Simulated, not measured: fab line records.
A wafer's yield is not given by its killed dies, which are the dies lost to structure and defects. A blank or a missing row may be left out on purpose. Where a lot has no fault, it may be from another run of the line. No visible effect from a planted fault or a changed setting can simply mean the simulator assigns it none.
Split-lot study / flow sky130 / on a route of 708 steps: 5 lots, 23 wafers read

SPLIT DETAILS
At SKY_VIA3_CVD_21 (deposits W, target thk 390 nm, time 117.31 s), the setting pressure_torr was moved away from the recipe's 40 Torr on 10 of the 23 wafers read, by -9.5% to -5.4%. All remaining wafers had this setting at the recipe value.

The split's own step is where the reading is taken.

THE READING
W_of_VIA3_CVD_21.thk_nm (the simulator's own value, which no gauge read), in nm, at SKY_VIA3_CVD_21 (deposits W, target thk 390 nm, time 117.31 s). There is no usual value for it anywhere in the file. Across the 13 wafers here that went through the recipe, the average is 394.7 nm and the standard deviation 4 nm.

wafer=L074.1; tool, chamber at the split=cvd_w-01, 0; pressure_torr as run, Torr=37.85; against the recipe=-5.4%; W_of_VIA3_CVD_21.thk_nm, nm=382.8; against lot-mates on the recipe=no lot-mate on the recipe
wafer=L074.2; tool, chamber at the split=cvd_w-01, 1; pressure_torr as run, Torr=37.85; against the recipe=-5.4%; W_of_VIA3_CVD_21.thk_nm, nm=377.7; against lot-mates on the recipe=no lot-mate on the recipe
wafer=L074.3; tool, chamber at the split=cvd_w-01, 1; pressure_torr as run, Torr=37.85; against the recipe=-5.4%; W_of_VIA3_CVD_21.thk_nm, nm=383.4; against lot-mates on the recipe=no lot-mate on the recipe
wafer=L074.4; tool, chamber at the split=cvd_w-01, 0; pressure_torr as run, Torr=37.85; against the recipe=-5.4%; W_of_VIA3_CVD_21.thk_nm, nm=379.8; against lot-mates on the recipe=no lot-mate on the recipe
wafer=L074.6; tool, chamber at the split=cvd_w-01, 1; pressure_torr as run, Torr=37.85; against the recipe=-5.4%; W_of_VIA3_CVD_21.thk_nm, nm=377.6; against lot-mates on the recipe=no lot-mate on the recipe
wafer=L078.1; tool, chamber at the split=cvd_w-02, 1; pressure_torr as run, Torr=36.22; against the recipe=-9.5%; W_of_VIA3_CVD_21.thk_nm, nm=369.8; against lot-mates on the recipe=no lot-mate on the recipe
wafer=L078.2; tool, chamber at the split=cvd_w-02, 0; pressure_torr as run, Torr=36.22; against the recipe=-9.5%; W_of_VIA3_CVD_21.thk_nm, nm=374; against lot-mates on the recipe=no lot-mate on the recipe
wafer=L078.4; tool, chamber at the split=cvd_w-02, 0; pressure_torr as run, Torr=36.22; against the recipe=-9.5%; W_of_VIA3_CVD_21.thk_nm, nm=376.2; against lot-mates on the recipe=no lot-mate on the recipe
wafer=L078.5; tool, chamber at the split=cvd_w-02, 1; pressure_torr as run, Torr=36.22; against the recipe=-9.5%; W_of_VIA3_CVD_21.thk_nm, nm=373.2; against lot-mates on the recipe=no lot-mate on the recipe
wafer=L078.6; tool, chamber at the split=cvd_w-02, 0; pressure_torr as run, Torr=36.22; against the recipe=-9.5%; W_of_VIA3_CVD_21.thk_nm, nm=375.3; against lot-mates on the recipe=no lot-mate on the recipe
wafer=L081.2; tool, chamber at the split=cvd_w-02, 1; pressure_torr as run, Torr=40; against the recipe=recipe; W_of_VIA3_CVD_21.thk_nm, nm=391; against lot-mates on the recipe=-
wafer=L081.3; tool, chamber at the split=cvd_w-02, 0; pressure_torr as run, Torr=40; against the recipe=recipe; W_of_VIA3_CVD_21.thk_nm, nm=395.3; against lot-mates on the recipe=-
wafer=L081.6; tool, chamber at the split=cvd_w-02, 0; pressure_torr as run, Torr=40; against the recipe=recipe; W_of_VIA3_CVD_21.thk_nm, nm=391.9; against lot-mates on the recipe=-
wafer=L083.1; tool, chamber at the split=cvd_w-02, 1; pressure_torr as run, Torr=40; against the recipe=recipe; W_of_VIA3_CVD_21.thk_nm, nm=391.1; against lot-mates on the recipe=-
wafer=L083.2; tool, chamber at the split=cvd_w-02, 0; pressure_torr as run, Torr=40; against the recipe=recipe; W_of_VIA3_CVD_21.thk_nm, nm=396.3; against lot-mates on the recipe=-
wafer=L083.4; tool, chamber at the split=cvd_w-02, 1; pressure_torr as run, Torr=40; against the recipe=recipe; W_of_VIA3_CVD_21.thk_nm, nm=392.1; against lot-mates on the recipe=-
wafer=L083.5; tool, chamber at the split=cvd_w-02, 1,0; pressure_torr as run, Torr=40; against the recipe=recipe; W_of_VIA3_CVD_21.thk_nm, nm=394; against lot-mates on the recipe=-
wafer=L083.6; tool, chamber at the split=cvd_w-02, 1,0; pressure_torr as run, Torr=40; against the recipe=recipe; W_of_VIA3_CVD_21.thk_nm, nm=394; against lot-mates on the recipe=-
wafer=L085.1; tool, chamber at the split=cvd_w-02, 0; pressure_torr as run, Torr=40; against the recipe=recipe; W_of_VIA3_CVD_21.thk_nm, nm=403.1; against lot-mates on the recipe=-
wafer=L085.2; tool, chamber at the split=cvd_w-02, 1; pressure_torr as run, Torr=40; against the recipe=recipe; W_of_VIA3_CVD_21.thk_nm, nm=387.9; against lot-mates on the recipe=-
wafer=L085.3; tool, chamber at the split=cvd_w-02, 1,0; pressure_torr as run, Torr=40; against the recipe=recipe; W_of_VIA3_CVD_21.thk_nm, nm=396.8; against lot-mates on the recipe=-
wafer=L085.6; tool, chamber at the split=cvd_w-02, 1,0; pressure_torr as run, Torr=40; against the recipe=recipe; W_of_VIA3_CVD_21.thk_nm, nm=396.8; against lot-mates on the recipe=-
wafer=L085.4; tool, chamber at the split=cvd_w-02, 0; pressure_torr as run, Torr=40; against the recipe=recipe; W_of_VIA3_CVD_21.thk_nm, nm=401.2; against lot-mates on the recipe=-
Rows listing several chambers each stand for several wafers; the file does not say which wafer went through which chamber.

FIT RESULTS
A straight line over all 23 wafers: W_of_VIA3_CVD_21.thk_nm changes by +2.3 nm for each +1% of pressure_torr; r = +0.93; the points scatter about the line by 3.7 nm.
Too few moved wafers have a lot-mate on the recipe to fit a line with each lot's own level taken away.

THE FILE'S OWN FIT
W_of_VIA3_CVD_21.thk_nm changes by +2.3 nm for each +1% of pressure_torr, r = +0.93.
